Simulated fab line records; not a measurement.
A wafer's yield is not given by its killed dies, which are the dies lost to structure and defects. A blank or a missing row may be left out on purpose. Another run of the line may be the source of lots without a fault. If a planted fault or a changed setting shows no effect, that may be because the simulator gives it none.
A struck lot beside a sound one ; flow sky130 ; 15 out of 708 route steps
Sound: these wafers, L438.1, L438.2, L438.3. Struck: wafer L428.4 (left out: L428.5, L428.6 of the same lot, which were not struck); the cause appears at the end.
For every step that has rows: the tool of each side, followed by ch and its chambers, followed by its first start. Under that, the readings that differ: sound wafers ; struck wafers ; difference of the means ; sigmas: that difference in standard deviations of wafers without a fault.
alike: a reading whose means differ by less than 2 such deviations, as well as words and numbers matching on both sides. not compared: withheld readings; readings where some wafer has no value; bounds like >300 that might hide an equal value; numbers whose values overlap and for which the record gives no deviation.
A row with sigmas, a row that says differs or no value, or rows on one side alone: a step with any of these is where the two part. Numbers that have no deviation but don't overlap get no sigmas and don't part them. A reading missing from all wafers of one side parts the sides only when that side holds two or more wafers.

SKY_CONTACT_CMP_04: polishes SiO2.
  sound on cmp-02 ch 0,1,3, day 37 13:10; struck on cmp-02 ch 1, day 34 05:30
  alike: motor current A, time to endpoint s
SKY_CONTACT_BOW_MEAS_05:
  struck on film metro-04, day 34 05:52; sound on film metro-04, day 37 13:28
reading;sound;struck;difference;sigmas
CONTACT_BOW (um);77 77 80;93;+15;+2
then, 8 steps without rows for these wafers: SKY_CONTACT_DEHYDRATE_06 (time 60 s); SKY_CONTACT_HMDS_07 (prime time 60 s); SKY_CONTACT_COAT_08 (resist thk 60 nm); SKY_CONTACT_COAT_09 (resist thk 450 nm); SKY_CONTACT_SOFTBAKE_10 (time 90 s); SKY_CONTACT_EXPOSE_11 (exposes mask CTM1, target cd 170 nm); SKY_CONTACT_PEB_12; SKY_CONTACT_DEVELOP_13 (develop time 60 s).
SKY_CONTACT_CD_MEAS_14 targets a cd of 170 nm.
  struck on cd sem-02, day 35 08:31; sound on cd sem-02, day 38 15:28
  alike: cd nm
SKY_CONTACT_OVL_MEAS_15:
  struck on overlay-01, day 35 08:36; sound on overlay-01, day 38 15:35
  alike: CONTACT_OVL
SKY_CONTACT_ETCH_16: etches BARC in N2/H2, stops on SiO2, time 45.9 s, target depth 60 nm.
  sound on rie diel-03 ch 0,1,2, day 38 15:40; struck on rie diel-03 ch 1, day 35 08:38
reading;sound;struck;difference;sigmas
rf fwd power W (W);492.3 492.5 496.8;573.3;+79.4;+40
model.KrF-thick_of_CONTACT_COAT_09.thk nm (nm);392.3 392.9 391.9;387.5;-4.9;
  alike: drypump motor current A, oes product au, throttle valve pct
  not compared: rf hours counter h
SKY_CONTACT_ETCH_17: etches SiO2 in C4F8/O2/Ar, stops on Si3N4, target depth 340 nm.
  sound on rie diel-03 ch 0,1,2, day 38 15:43; struck on rie diel-03 ch 1, day 35 08:41
reading;sound;struck;difference;sigmas
model.KrF-thick_of_CONTACT_COAT_09.thk nm (nm);326.9 327.8 325.2;320.5;-6.1;
  alike: oes product au, rf fwd power W
SKY_CONTACT_ETCH_18: etches Si3N4 in CHF3/O2, stops on TiN, time 39 s, target depth 75 nm.
  sound on rie diel-03 ch 0,1,2; struck on rie diel-03 ch 1
  alike: O2_flow_sccm, chf3 flow sccm, drypump motor current A, oes product au, rf fwd power W, throttle valve pct
  not compared: rf hours counter h

WHERE THEY PART
First at SKY_CONTACT_BOW_MEAS_05; last, within this record, at SKY_CONTACT_ETCH_16. Later steps at which nothing parts them and some readings are alike: SKY_CONTACT_ETCH_17, SKY_CONTACT_ETCH_18.

WHY: whatever the simulator had introduced
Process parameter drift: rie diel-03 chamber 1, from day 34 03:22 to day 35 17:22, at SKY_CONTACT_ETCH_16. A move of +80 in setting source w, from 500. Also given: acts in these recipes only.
